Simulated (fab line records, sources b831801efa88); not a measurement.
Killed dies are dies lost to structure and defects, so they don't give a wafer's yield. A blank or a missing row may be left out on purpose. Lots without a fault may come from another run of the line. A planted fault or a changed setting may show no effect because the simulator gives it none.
Which tool did it? | flow sky130 | 12 lots, 36 wafers sampled, at 2 steps of a route of 708

WHAT THE GAUGES READ, wafer by wafer
SKY_LOCAL_INTERCONNECT_CD_MEAS_11: target cd 170 nm.
lot  | measured     | on        | cd_nm (nm)
L624 | day 31 00:19 | cd_sem-02 | 170.2 171.2 169.9
L625 | day 31 12:42 | cd_sem-01 | 172.8 172.4 172.3
L628 | day 32 02:11 | cd_sem-02 | 170.7 170.0 169.7
L629 | day 32 11:38 | cd_sem-02 | 172.7 174.5 172.3
L632 | day 33 05:54 | cd_sem-01 | 168.0 169.6 167.7
L635 | day 34 08:56 | cd_sem-02 | 170.9 170.9 171.3
L638 | day 35 23:31 | cd_sem-02 | 172.5 173.4 174.1
L639 | day 36 05:53 | cd_sem-02 | 170.0 170.7 171.1
L641 | day 36 11:00 | cd_sem-01 | 170.2 171.3 170.4
L640 | day 36 11:17 | cd_sem-02 | 168.7 169.8 170.3
L642 | day 36 13:35 | cd_sem-02 | 171.3 170.3 167.6
L644 | day 38 02:41 | cd_sem-02 | 169.4 168.8 169.6

WHICH TOOL RAN EACH LOT (tool, then ch and the chambers of the sampled wafers, then the start)
lot  | SKY_LI_CONTACT_STRIP_16
L624 | plasma_asher-03 ch 0,1, day 29 19:39
L625 | plasma_asher-03 ch 0,1, day 30 08:05
L628 | plasma_asher-03 ch 0,1, day 30 22:59
L629 | plasma_asher-03 ch 0,1, day 31 07:11
L632 | plasma_asher-01 ch 0,1, day 32 00:50
L635 | plasma_asher-01 ch 0,1, day 33 05:16
L638 | plasma_asher-01 ch 0,1, day 34 21:13
L639 | plasma_asher-01 ch 0,1, day 35 02:29
L641 | plasma_asher-03 ch 0,1, day 35 07:38
L640 | plasma_asher-01 ch 0,1, day 35 08:19
L642 | plasma_asher-03 ch 0,1, day 35 11:08
L644 | plasma_asher-01 ch 0,1, day 37 00:00
- SKY_LI_CONTACT_STRIP_16: strips in O2/N2.

WHAT THE TOOLS THEMSELVES READ (means of the sampled wafers that have a number; where no wafer has one, the mark that the record gives instead)
SKY_LI_CONTACT_STRIP_16.
lot  | tool            | drypump_motor_current_A (A) | oes_product_au (a.u.) | strip_time_to_endpoint_s (s)
L624 | plasma_asher-03 | 5.8                         | 0.373                 | 3.486
L625 | plasma_asher-03 | 5.8                         | 0.374                 | 3.445
L628 | plasma_asher-03 | 6.2                         | 0.372                 | 3.473
L629 | plasma_asher-03 | 5.9                         | 0.376                 | 3.467
L632 | plasma_asher-01 | 5.8                         | 0.373                 | 3.488
L635 | plasma_asher-01 | 6.1                         | 0.375                 | 3.479
L638 | plasma_asher-01 | 5.8                         | 0.379                 | 3.515
L639 | plasma_asher-01 | 6.2                         | 0.370                 | 3.482
L641 | plasma_asher-03 | 5.8                         | 0.379                 | 3.506
L640 | plasma_asher-01 | 6.1                         | 0.376                 | 3.483
L642 | plasma_asher-03 | 6.2                         | 0.371                 | 3.452
L644 | plasma_asher-01 | 5.8                         | 0.375                 | 3.470

THE ANSWER, worked out from the rows above alone
Rule: what is usual is taken from the lots themselves. Put in order of their means at a reading, lots are off if they are a third of the lots or fewer, leave a main group of 4 or more, and stand apart from it by a gap of 3 or more times the standard deviation of the main group's means; of several such gaps the widest counts. A main group whose means are all the same, to the digits that the tables above print for the reading, isn't used. A lot without any number at a reading at which 4 lots or more have one is off too. The other lots that the step has rows for count as sound. The gauges are gone through in route order, then the tools' own readings, and for those a lot's mean is taken as printed above. The first step at which some lot is off is used, and at that step the reading that is off furthest; a lot without a number counts as furthest.
No lot is off at any reading shown: from this, nothing can be told.

WHAT THE SIMULATOR HAD PUT IN
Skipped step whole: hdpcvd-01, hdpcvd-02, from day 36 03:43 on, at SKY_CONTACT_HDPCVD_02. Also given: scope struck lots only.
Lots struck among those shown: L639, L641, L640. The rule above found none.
